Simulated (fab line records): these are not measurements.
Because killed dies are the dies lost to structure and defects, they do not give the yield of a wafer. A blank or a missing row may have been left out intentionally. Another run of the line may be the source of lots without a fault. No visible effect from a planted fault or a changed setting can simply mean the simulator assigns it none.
Struck lot and sound lot, side by side / flow sky130 / 18 out of 708 route steps
Sound: wafers L498.4, L498.5, L498.6. Struck: wafers L493.1, L493.4, L493.6. The cause is named last.
Per side, at each step with rows, come the tool, then ch with its chambers, and then its first start. Under that, the readings that differ: sound wafers / struck wafers / difference of the means / sigmas: that difference in standard deviations of wafers without a fault.
alike: readings whose means differ by less than 2 such deviations, and words and numbers that are the same on both sides. not compared: withheld readings, readings that some wafer has no value for, bounds like >300 that may hide the same value, and numbers for which the record gives no deviation and whose values overlap.
Wherever a step has rows on one side only, a row that says differs or no value, or a row with sigmas, the two part there. Numbers that don't overlap but have no deviation are shown without sigmas and don't part them. A reading missing from all wafers of one side parts the sides only when that side holds two or more wafers.

SKY_LDD_HVP_OVL_MEAS_07:
  struck on overlay-01, day 26 19:41; sound on overlay-01, day 26 19:55
reading=LDD_HVP_OVL (nm); sound=-3.9 -3.2 -2.7; struck=1.2 -0.1 0.6; difference=+3.8; sigmas=+3
next, for these wafers, 1 step has no rows: SKY_LDD_HVP_IMPLANT_08.
SKY_LDD_HVP_STRIP_09: strips in O2/N2.
  sound on plasma_asher-03 ch 0,1, day 26 20:07; struck on plasma_asher-01 ch 0,1, day 26 19:52
  alike: drypump_motor_current_A, oes_product_au, strip_time_to_endpoint_s
  not compared: rf_hours_counter_h
SKY_LDD_HVP_TW_MEAS_10:
  struck on film_metro-04, day 26 19:58; sound on film_metro-01, day 26 20:13
  alike: LDD_HVP_TW
then, 7 steps without rows for these wafers: SKY_LDD_LDN_DEHYDRATE_00 (time 60 s); SKY_LDD_LDN_HMDS_01 (prime time 60 s); SKY_LDD_LDN_COAT_02 (resist thk 1140 nm); SKY_LDD_LDN_SOFTBAKE_03 (time 60 s); SKY_LDD_LDN_EXPOSE_04 (exposes mask LDNTM, target cd 700 nm); SKY_LDD_LDN_PEB_05; SKY_LDD_LDN_DEVELOP_06 (develop time 60 s).
SKY_LDD_LDN_OVL_MEAS_07:
  struck on overlay-02, day 28 00:06; sound on overlay-01, day 28 00:25
  alike: LDD_LDN_OVL
SKY_LDD_LDN_IMPLANT_08:
  struck on implanter-03, day 28 00:08; sound on implanter-01 ch 0, day 28 00:31
  no value came back on the struck wafers for beam_energy_keV, beam_on_s (s); on the sound wafers beam_energy_keV reads 15.011 15.010 15.005
then, 3 steps without rows for these wafers: SKY_LDD_LDN_IMPLANT_09; SKY_LDD_LDN_IMPLANT_10; SKY_LDD_LDN_IMPLANT_11.
SKY_LDD_LDN_STRIP_12: strips in O2/N2.
  sound on plasma_asher-03 ch 0,1, day 28 01:04; struck on plasma_asher-02 ch 0,1, day 28 01:20
  alike: drypump_motor_current_A, oes_product_au, strip_time_to_endpoint_s
  not compared: rf_hours_counter_h
SKY_LDD_LDN_TW_MEAS_13:
  struck on film_metro-03, day 28 01:45; sound on film_metro-03, day 28 01:10
reading=LDD_LDN_TW; sound=1507 1515 1520; struck=1370 1383 1375; difference=-138; sigmas=-10
  not compared: hold

== WHERE THEY PART ==
Last at SKY_LDD_LDN_TW_MEAS_13 as far as this record goes, first at SKY_LDD_HVP_OVL_MEAS_07.

WHY: the cause the simulator had injected
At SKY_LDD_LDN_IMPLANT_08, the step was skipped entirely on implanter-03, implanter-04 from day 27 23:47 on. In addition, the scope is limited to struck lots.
